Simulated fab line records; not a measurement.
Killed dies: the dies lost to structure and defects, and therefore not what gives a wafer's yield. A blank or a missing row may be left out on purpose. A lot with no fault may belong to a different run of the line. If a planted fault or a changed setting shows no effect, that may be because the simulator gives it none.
Comparing a struck lot with a sound one    flow sky130    14 steps out of a route of 708
Sound: wafers L681.1, L681.3, L681.5. The struck wafers were L683.2, L683.3, L683.6. The cause is given at the end.
For every step that has rows: the tool of each side, followed by ch and its chambers, followed by its first start. Under that, the readings that differ: sound wafers    struck wafers    difference of the means    sigmas: that difference in standard deviations of wafers without a fault.
alike: a reading whose means differ by less than 2 such deviations, as well as words and numbers matching on both sides. not compared: withheld readings; readings where some wafer has no value; bounds like >300 that might hide an equal value; numbers whose values overlap and for which the record gives no deviation.
The two part at a step that has a row with sigmas, a row that says differs or no value, or rows on one side only. Numbers that have no deviation but don't overlap get no sigmas and don't part them. Lack of a reading on every wafer of one side parts them only where that side has two or more wafers.

first, 8 steps without rows for these wafers: SKY_METAL3_DEHYDRATE_05 (time 60 s); SKY_METAL3_HMDS_06 (prime time 60 s); SKY_METAL3_COAT_07 (resist thk 60 nm); SKY_METAL3_COAT_08 (resist thk 1140 nm); SKY_METAL3_SOFTBAKE_09 (time 90 s); SKY_METAL3_EXPOSE_10 (exposes mask MM3, target cd 300 nm); SKY_METAL3_PEB_11; SKY_METAL3_DEVELOP_12 (develop time 60 s).
SKY_METAL3_CD_MEAS_13: target cd 300 nm.
  struck on cd sem-01, day 42 04:14; sound on cd sem-01, day 41 14:58
  alike: cd nm
SKY_METAL3_OVL_MEAS_14:
  struck on overlay-01, day 42 04:20; sound on overlay-02, day 41 15:05
  alike: METAL3_OVL
SKY_METAL3_DESCUM_15: chemistry O2, time 8 s.
  sound on rie metal-03 ch 0,1, day 41 15:08; struck on rie metal-02 ch 0,1, day 42 04:22
reading                      sound        struck       difference  sigmas
drypump motor current A (A)  5.1 5.1 5.7  5.8 6.6 6.5  +1.0        +3
  alike: oes product au
  not compared: rf hours counter h
SKY_METAL3_ETCH_16: etches BARC in N2/H2, stops on SiO2, time 88.2 s, target depth 60 nm.
  sound on rie metal-03 ch 0,1, day 41 15:10; struck on rie metal-02 ch 0,1, day 42 04:24
reading                      sound        struck       difference  sigmas
drypump motor current A (A)  5.1 5.1 5.8  5.8 6.6 6.6  +1.0        +3
  alike: bias w, chamber pressure mTorr, oes product au, throttle valve pct
  not compared: rf hours counter h
SKY_METAL3_ETCH_17: etches SiO2 in C4F8/O2/Ar, stops on TiN, time 3.9 s, target depth 15 nm.
  sound on rie diel-03 ch 0,1,2, day 41 15:16; struck on rie diel-04 ch 1,2,3, day 42 04:30
  no value came back on the struck wafers for bias w (W), chamber pressure mTorr (mTorr), oes product au (a.u.); on the sound wafers bias w (W) reads 1194 1201 1202
  not compared: rf hours counter h
SKY_METAL3_METAL_ETCH_18: etches the open film in Cl2/BCl3, stops on SiO2, target depth 845 nm, time 183.1 s.
  sound on rie metal-01 ch 0,1, day 41 15:17; struck on rie metal-03 ch 0,1, day 42 04:31
reading     sound              struck             difference  sigmas
bias w (W)  48.58 48.56 48.61  48.39 48.25 48.18  -0.31       -2
  alike: bcl3 flow sccm, drypump motor current A, oes product au, throttle valve pct
  not compared: rf hours counter h

WHERE THEY PART
First at SKY_METAL3_DESCUM_15; last, within this record, at SKY_METAL3_METAL_ETCH_18.

WHY: what the simulator had put in
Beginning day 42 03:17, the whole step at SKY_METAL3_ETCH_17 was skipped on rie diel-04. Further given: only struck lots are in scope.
